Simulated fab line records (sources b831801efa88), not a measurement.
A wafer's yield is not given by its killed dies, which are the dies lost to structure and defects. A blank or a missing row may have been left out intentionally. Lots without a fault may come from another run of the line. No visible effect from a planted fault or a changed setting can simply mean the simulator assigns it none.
Chamber matching | flow sky130 | 4 sister chambers for SKY_VIA2_CMP_24 on cmp-01
The step polishes, stops on SiO2, t overpolish 20 s, target thk 0 nm. 4 wafers are shown with their chamber, then 10 later ones without.

EACH WAFER AND ITS CHAMBER
wafer  | chamber | motor current A (A)
L077.5 | 1       | 9.1
L080.5 | 3       | 10.1
L085.1 | 0       | 10.1
L085.4 | 2       | 11.9

WAFERS WITH NO CHAMBER GIVEN
wafer  | motor current A (A)
L085.6 | 11.3
L087.2 | 11.6
L087.4 | 9.0
L087.6 | 10.9
L088.3 | 8.8
L088.4 | 10.6
L088.6 | 8.2
L096.1 | 10.6
L096.2 | 10.4
L096.4 | 11.5

THE CHAMBER EACH PASSED THROUGH
wafer  | from the rows above               | in truth
L085.6 | can't be placed: 2 or 0 or 3      | 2
L087.2 | 2                                 | 2
L087.4 | can't be placed: 1 or 0 or 3      | 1
L087.6 | can't be placed: 0 or 3 or 2 or 1 | 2
L088.3 | can't be placed: 1 or 0 or 3      | 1
L088.4 | can't be placed: 0 or 3 or 2 or 1 | 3
L088.6 | can't be placed: 1 or 0 or 3      | 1
L096.1 | can't be placed: 0 or 3 or 2 or 1 | 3
L096.2 | can't be placed: 0 or 3 or 1      | 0
L096.4 | can't be placed: 2 or 0 or 3      | 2
Correct placement for 1 of the 10. Unplaceable from these rows: 9, with the true chamber sitting among the candidates in 9. 0 placed wrongly.
How it was worked out, from the rows above alone: a wafer's distance from a chamber is the root of the sum, over the readings, of the square of ((its reading less the chamber's mean) divided by the reading's scatter). If the next closest chamber is less than 2 further off than the closest, the wafer can't be placed; otherwise it belongs to the closest. For every chamber, the mean is computed from those of its wafers that are shown. The scatter (one wafer shown for each chamber): square how far every hidden wafer sits from the nearest shown wafer, average those squares and take the square root.
